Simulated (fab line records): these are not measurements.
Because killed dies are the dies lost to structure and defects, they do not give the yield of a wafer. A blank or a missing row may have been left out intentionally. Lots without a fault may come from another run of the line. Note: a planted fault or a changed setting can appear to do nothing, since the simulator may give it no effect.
Which tool did it? / flow sky130 / 11 lots with 33 wafers sampled at 6 steps, on a route of 708 steps

== WHAT THE GAUGES READ, wafer by wafer ==
SKY_LDD_HVP_OVL_MEAS_07.
lot=L647; measured=day 22 19:47; on=overlay-01; LDD_HVP_OVL (nm)=-2.2 1.0 -0.9
lot=L651; measured=day 24 16:26; on=overlay-02; LDD_HVP_OVL (nm)=-0.6 0.5 -0.5
lot=L650; measured=day 24 21:40; on=overlay-02; LDD_HVP_OVL (nm)=-0.6 -2.2 -1.0
lot=L652; measured=day 25 00:32; on=overlay-02; LDD_HVP_OVL (nm)=0.3 -0.1 -1.1
lot=L653; measured=day 25 11:50; on=overlay-02; LDD_HVP_OVL (nm)=-1.4 -1.4 0.0
lot=L654; measured=day 25 21:04; on=overlay-01; LDD_HVP_OVL (nm)=-0.9 -0.5 -0.1
lot=L655; measured=day 26 04:38; on=overlay-01; LDD_HVP_OVL (nm)=0.4 -2.0 -0.6
lot=L662; measured=day 28 18:02; on=overlay-02; LDD_HVP_OVL (nm)=0.7 0.7 1.0
lot=L663; measured=day 28 22:43; on=overlay-01; LDD_HVP_OVL (nm)=-2.0 1.1 -0.1
lot=L664; measured=day 29 07:04; on=overlay-02; LDD_HVP_OVL (nm)=-0.5 -2.1 -0.9
lot=L666; measured=day 29 11:20; on=overlay-02; LDD_HVP_OVL (nm)=0.9 0.4 1.8

SKY_RES_XHIGH_TW_MEAS_09.
lot=L647; measured=day 27 19:44; on=filmMetro-04; RES_XHIGH_TW=1657 1657 1657
lot=L651; measured=day 29 14:41; on=filmMetro-04; RES_XHIGH_TW=1655 1656 1646
lot=L650; measured=day 29 19:34; on=filmMetro-01; RES_XHIGH_TW=1648 1656 1655
lot=L652; measured=day 29 23:09; on=filmMetro-02; RES_XHIGH_TW=1630 1626 1632
lot=L653; measured=day 30 09:10; on=filmMetro-04; RES_XHIGH_TW=1654 1648 1661
lot=L654; measured=day 30 17:29; on=filmMetro-01; RES_XHIGH_TW=1641 1639 1640
lot=L655; measured=day 31 01:44; on=filmMetro-02; RES_XHIGH_TW=1640 1639 1634
lot=L662; measured=day 33 10:08; on=filmMetro-04; RES_XHIGH_TW=1656 1675 1657
lot=L663; measured=day 33 16:44; on=filmMetro-02; RES_XHIGH_TW=1638 1640 1633
lot=L664; measured=day 33 23:38; on=filmMetro-04; RES_XHIGH_TW=1656 1659 1660
lot=L666; measured=day 34 03:14; on=filmMetro-04; RES_XHIGH_TW=1656 1655 1654

SKY_SD_N_RS_MEAS_16: measures by four-point-probe.
lot=L647; measured=day 29 01:01; on=filmMetro-01; SD_N_RS (ohm/sq)=68.34 68.39 68.48
lot=L651; measured=day 30 18:10; on=filmMetro-02; SD_N_RS (ohm/sq)=68.51 68.47 68.71
lot=L650; measured=day 30 23:51; on=filmMetro-02; SD_N_RS (ohm/sq)=68.63 68.38 68.79
lot=L652; measured=day 31 03:25; on=filmMetro-01; SD_N_RS (ohm/sq)=68.56 68.62 68.54
lot=L653; measured=day 31 13:40; on=filmMetro-01; SD_N_RS (ohm/sq)=65.28 65.12 65.21 65.28 65.34 65.27
lot=L654; measured=day 31 21:25; on=filmMetro-04; SD_N_RS (ohm/sq)=68.75 68.68 68.70
lot=L655; measured=day 32 05:35; on=filmMetro-04; SD_N_RS (ohm/sq)=65.04 64.97 65.18 64.94 65.16 65.05
lot=L662; measured=day 34 13:26; on=filmMetro-01; SD_N_RS (ohm/sq)=68.49 68.55 68.48
lot=L663; measured=day 34 19:34; on=filmMetro-01; SD_N_RS (ohm/sq)=68.37 68.40 68.45
lot=L664; measured=day 35 02:34; on=filmMetro-02; SD_N_RS (ohm/sq)=68.55 68.67 68.52
lot=L666; measured=day 35 06:30; on=filmMetro-01; SD_N_RS (ohm/sq)=68.42 68.45 68.53

SKY_SD_N_RS_MEAS_17: measures by four-point-probe.
lot=L647; measured=day 29 01:08; on=filmMetro-01; SD_P_RS (ohm/sq)=146.6 146.6 146.8
lot=L651; measured=day 30 18:17; on=filmMetro-02; SD_P_RS (ohm/sq)=146.7 147.0 146.8
lot=L650; measured=day 30 23:58; on=filmMetro-02; SD_P_RS (ohm/sq)=147.4 147.1 147.1
lot=L652; measured=day 31 03:32; on=filmMetro-01; SD_P_RS (ohm/sq)=146.9 147.5 147.3
lot=L653; measured=day 31 18:17; on=filmMetro-01; SD_P_RS (ohm/sq)=130.8 131.4 131.5 131.2 131.5 131.5
lot=L654; measured=day 31 21:32; on=filmMetro-04; SD_P_RS (ohm/sq)=148.2 147.8 147.7
lot=L655; measured=day 32 08:42; on=filmMetro-04; SD_P_RS (ohm/sq)=130.1 130.7 130.8 130.3 130.9 130.7
lot=L662; measured=day 34 13:34; on=filmMetro-01; SD_P_RS (ohm/sq)=147.3 147.4 146.8
lot=L663; measured=day 34 19:41; on=filmMetro-01; SD_P_RS (ohm/sq)=146.6 146.6 146.3
lot=L664; measured=day 35 02:41; on=filmMetro-02; SD_P_RS (ohm/sq)=146.6 147.2 147.2
lot=L666; measured=day 35 06:37; on=filmMetro-01; SD_P_RS (ohm/sq)=146.9 147.0 146.7

== TOOL THAT RAN EACH LOT (tool first, then ch and the chambers of the sampled wafers, then the start) ==
lot=L647; SKY_POLY_CUT_STRIP_12=plasmaAsher-03 ch 0,1, day 25 10:15; SKY_SD_N_RTA_14=rtpAnneal-02 ch 0, day 29 00:49
lot=L651; SKY_POLY_CUT_STRIP_12=plasmaAsher-02 ch 0,1, day 27 05:37; SKY_SD_N_RTA_14=rtpAnneal-02 ch 0, day 30 17:59
lot=L650; SKY_POLY_CUT_STRIP_12=plasmaAsher-04 ch 0,1, day 27 10:17; SKY_SD_N_RTA_14=rtpAnneal-02 ch 0, day 30 23:40
lot=L652; SKY_POLY_CUT_STRIP_12=plasmaAsher-03 ch 1, day 27 13:32; SKY_SD_N_RTA_14=rtpAnneal-01 ch 0, day 31 03:11
lot=L653; SKY_POLY_CUT_STRIP_12=plasmaAsher-02 ch 1, day 28 00:13; SKY_SD_N_RTA_14=rtpAnneal-02 ch 0, day 31 13:29
lot=L654; SKY_POLY_CUT_STRIP_12=plasmaAsher-03 ch 0,1, day 28 09:59; SKY_SD_N_RTA_14=rtpAnneal-01 ch 0, day 31 21:14
lot=L655; SKY_POLY_CUT_STRIP_12=plasmaAsher-03 ch 0,1, day 28 17:19; SKY_SD_N_RTA_14=rtpAnneal-02 ch 0, day 32 05:24
lot=L662; SKY_POLY_CUT_STRIP_12=plasmaAsher-04 ch 0,1, day 31 04:19; SKY_SD_N_RTA_14=rtpAnneal-01 ch 0, day 34 13:15
lot=L663; SKY_POLY_CUT_STRIP_12=plasmaAsher-04 ch 0,1, day 31 09:50; SKY_SD_N_RTA_14=rtpAnneal-01 ch 0, day 34 19:23
lot=L664; SKY_POLY_CUT_STRIP_12=plasmaAsher-04 ch 0,1, day 31 17:28; SKY_SD_N_RTA_14=rtpAnneal-02 ch 0, day 35 02:24
lot=L666; SKY_POLY_CUT_STRIP_12=plasmaAsher-04 ch 0, day 31 21:07; SKY_SD_N_RTA_14=rtpAnneal-02 ch 0, day 35 06:20
- SKY_POLY_CUT_STRIP_12: strips in O2/N2.
- SKY_SD_N_RTA_14: time 2 s.

== WHAT THE TOOLS THEMSELVES READ (means of the sampled wafers that have a number; where no wafer has one, the mark that the record gives instead) ==
SKY_POLY_CUT_STRIP_12.
lot=L647; tool=plasmaAsher-03; drypumpMotorCurrentA (A)=5.6; oesProductAu (a.u.)=0.451; stripTimeToEndpointS (s)=5.379
lot=L651; tool=plasmaAsher-02; drypumpMotorCurrentA (A)=5.4; oesProductAu (a.u.)=0.451; stripTimeToEndpointS (s)=5.374
lot=L650; tool=plasmaAsher-04; drypumpMotorCurrentA (A)=6.1; oesProductAu (a.u.)=0.453; stripTimeToEndpointS (s)=5.360
lot=L652; tool=plasmaAsher-03; drypumpMotorCurrentA (A)=5.5; oesProductAu (a.u.)=0.453; stripTimeToEndpointS (s)=5.351
lot=L653; tool=plasmaAsher-02; drypumpMotorCurrentA (A)=5.1; oesProductAu (a.u.)=0.450; stripTimeToEndpointS (s)=5.367
lot=L654; tool=plasmaAsher-03; drypumpMotorCurrentA (A)=5.6; oesProductAu (a.u.)=0.448; stripTimeToEndpointS (s)=5.356
lot=L655; tool=plasmaAsher-03; drypumpMotorCurrentA (A)=5.6; oesProductAu (a.u.)=0.451; stripTimeToEndpointS (s)=5.363
lot=L662; tool=plasmaAsher-04; drypumpMotorCurrentA (A)=6.1; oesProductAu (a.u.)=0.457; stripTimeToEndpointS (s)=5.347
lot=L663; tool=plasmaAsher-04; drypumpMotorCurrentA (A)=5.9; oesProductAu (a.u.)=0.454; stripTimeToEndpointS (s)=5.353
lot=L664; tool=plasmaAsher-04; drypumpMotorCurrentA (A)=6.1; oesProductAu (a.u.)=0.454; stripTimeToEndpointS (s)=5.375
lot=L666; tool=plasmaAsher-04; drypumpMotorCurrentA (A)=5.8; oesProductAu (a.u.)=0.451; stripTimeToEndpointS (s)=5.359

SKY_SD_N_RTA_14.
lot=L647; tool=rtpAnneal-02; lampPowerPct (%)=15.78; wafer_temp_C_max=1077.4
lot=L651; tool=rtpAnneal-02; lampPowerPct (%)=15.76; wafer_temp_C_max=1079.0
lot=L650; tool=rtpAnneal-02; lampPowerPct (%)=15.67; wafer_temp_C_max=1076.7
lot=L652; tool=rtpAnneal-01; lampPowerPct (%)=15.79; wafer_temp_C_max=1078.6
lot=L653; tool=rtpAnneal-02; lampPowerPct (%)=16.18; wafer_temp_C_max=1097.2
lot=L654; tool=rtpAnneal-01; lampPowerPct (%)=15.73; wafer_temp_C_max=1077.1
lot=L655; tool=rtpAnneal-02; lampPowerPct (%)=16.16; wafer_temp_C_max=1095.5
lot=L662; tool=rtpAnneal-01; lampPowerPct (%)=15.77; wafer_temp_C_max=1078.8
lot=L663; tool=rtpAnneal-01; lampPowerPct (%)=15.73; wafer_temp_C_max=1079.5
lot=L664; tool=rtpAnneal-02; lampPowerPct (%)=15.75; wafer_temp_C_max=1077.9
lot=L666; tool=rtpAnneal-02; lampPowerPct (%)=15.69; wafer_temp_C_max=1077.6

== THE ANSWER, worked out from the rows above alone ==
Rule: usual is defined by the lots themselves. Put in order of their means at a reading, lots are off if they are a third of the lots or fewer, leave a main group of 4 or more, and stand apart from it by a gap of 3 or more times the standard deviation of the main group's means; of several such gaps the widest counts. The tables above print the reading to a certain number of digits; a main group whose means all agree to those digits is not used. A lot without any number at a reading at which 4 lots or more have one is off too. The other lots that the step has rows for count as sound. Order of review: gauges by route order, followed by the tools' own readings, for which a lot's mean as printed above is used. At the first step where some lot is off, the reading lying furthest off is the one used; lots without a number count as furthest.
Off: L653, L655, seen at SKY_SD_N_RS_MEAS_16 (SD_N_RS). Main group: mean 68.53 ohm/sq, sd 0.093.
If a tool, at a process step before that reading, ran all the lots that are off and no sound lot after the first of them, it fits. Not tried: the gauges at SKY_SD_N_RS_MEAS_16; whatever is off there is also off at SKY_SD_N_RTA_14, on other tools, and gauge error can't account for it. Of those tried, none fits.

== WHAT HAD BEEN PUT IN BY THE SIMULATOR ==
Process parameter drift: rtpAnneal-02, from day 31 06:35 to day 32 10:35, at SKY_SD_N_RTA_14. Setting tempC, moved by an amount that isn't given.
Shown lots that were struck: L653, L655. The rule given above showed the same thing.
